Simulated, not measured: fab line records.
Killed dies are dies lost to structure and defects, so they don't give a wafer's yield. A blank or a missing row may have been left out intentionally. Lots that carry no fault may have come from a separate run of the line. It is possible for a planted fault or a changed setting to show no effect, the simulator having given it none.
2 desks, one fault || flow sky130 || each desk has only its own numbers; what lay behind them comes last

## THE METROLOGY DESK
Lot by lot, what the gauges showed, no matter which tool ran the lot: averages of those sampled wafers that carry a number. Marked OUT: a lot whose mean sits more than 4 standard deviations from the usual mean, which makes it out of limits; the brackets give that distance.
Columns: A = cd nm at SKY_LDD_P_CD_MEAS_07, usual 380.2 nm; B = LDD_P_TW at SKY_LDD_P_TW_MEAS_11, usual 641; C = cd nm at SKY_SD_P_CD_MEAS_07, usual 379.7 nm; D = SD_P_TW at SKY_SD_P_TW_MEAS_11, usual 2844
{"lot": "L601", "first seen here": "day 18 18:46", "A": 381.4, "B": 643, "C": 380.2, "D": 2823}
{"lot": "L602", "first seen here": "day 18 21:19", "A": 379.8, "B": 637, "C": 380.7, "D": 2824}
{"lot": "L603", "first seen here": "day 19 18:20", "A": 382.1, "B": 633, "C": 379.6, "D": 2858}
{"lot": "L604", "first seen here": "day 19 18:31", "A": 383.1, "B": 642, "C": 377.7, "D": 2841}
{"lot": "L605", "first seen here": "day 20 03:54", "A": 380.9, "B": 648, "C": 380.2, "D": 2838}
{"lot": "L609", "first seen here": "day 22 17:50", "A": 375.9, "B": 641, "C": 384.5, "D": 2846}
{"lot": "L615", "first seen here": "day 24 15:46", "A": 380.1, "B": 637, "C": 381.7, "D": 2838}
{"lot": "L616", "first seen here": "day 24 20:07", "A": 380.1, "B": 638, "C": 377.7, "D": 2854}
{"lot": "L620", "first seen here": "day 26 11:55", "A": 381.4, "B": 641, "C": 382.2, "D": 2849}
{"lot": "L621", "first seen here": "day 26 17:36", "A": 377.3, "B": 643, "C": 383.0, "D": 2847}
{"lot": "L622", "first seen here": "day 26 19:46", "A": 376.4, "B": 640, "C": 383.0, "D": 2835}
{"lot": "L623", "first seen here": "day 27 00:09", "A": 380.7, "B": 637, "C": 381.1, "D": 2837}
{"lot": "L624", "first seen here": "day 27 02:19", "A": 381.3, "B": 640, "C": 380.3, "D": 2875}
This desk's finding: nothing out of limits on any of the 13 lots.

## DESK OF THE TOOL OWNER: litho track-01
The tool's own readings at SKY_SD_P_DEVELOP_06 (develop time 60 s): means of the sampled wafers that have a number, for each lot that ran on this tool. Marked OUT: a lot whose mean sits more than 4 standard deviations from the usual mean, which makes it out of limits; the brackets give that distance.
Columns: A = developer temp C at SKY_SD_P_DEVELOP_06, usual 23.00 C; B = exhaust pa at SKY_SD_P_DEVELOP_06, usual 45.1 Pa
{"lot": "L601", "first seen here": "day 25 05:16", "A": 22.83, "B": 45.5}
{"lot": "L602", "first seen here": "day 25 07:16", "A": 23.10, "B": 45.6}
{"lot": "L603", "first seen here": "day 26 01:29", "A": 22.97, "B": 45.5}
{"lot": "L604", "first seen here": "day 26 03:58", "A": 22.95, "B": 45.4}
{"lot": "L609", "first seen here": "day 28 21:59", "A": 23.04, "B": 44.6}
{"lot": "L623", "first seen here": "day 32 22:46", "A": 22.99, "B": 46.1}
This desk's finding: nothing out of limits on any of the 6 lots.

## PUT TOGETHER
From the metrology desk's view, nothing was out of limits.
Nothing out of limits was seen by the tool owner's desk.

## WHAT THE SIMULATOR HAD INSERTED
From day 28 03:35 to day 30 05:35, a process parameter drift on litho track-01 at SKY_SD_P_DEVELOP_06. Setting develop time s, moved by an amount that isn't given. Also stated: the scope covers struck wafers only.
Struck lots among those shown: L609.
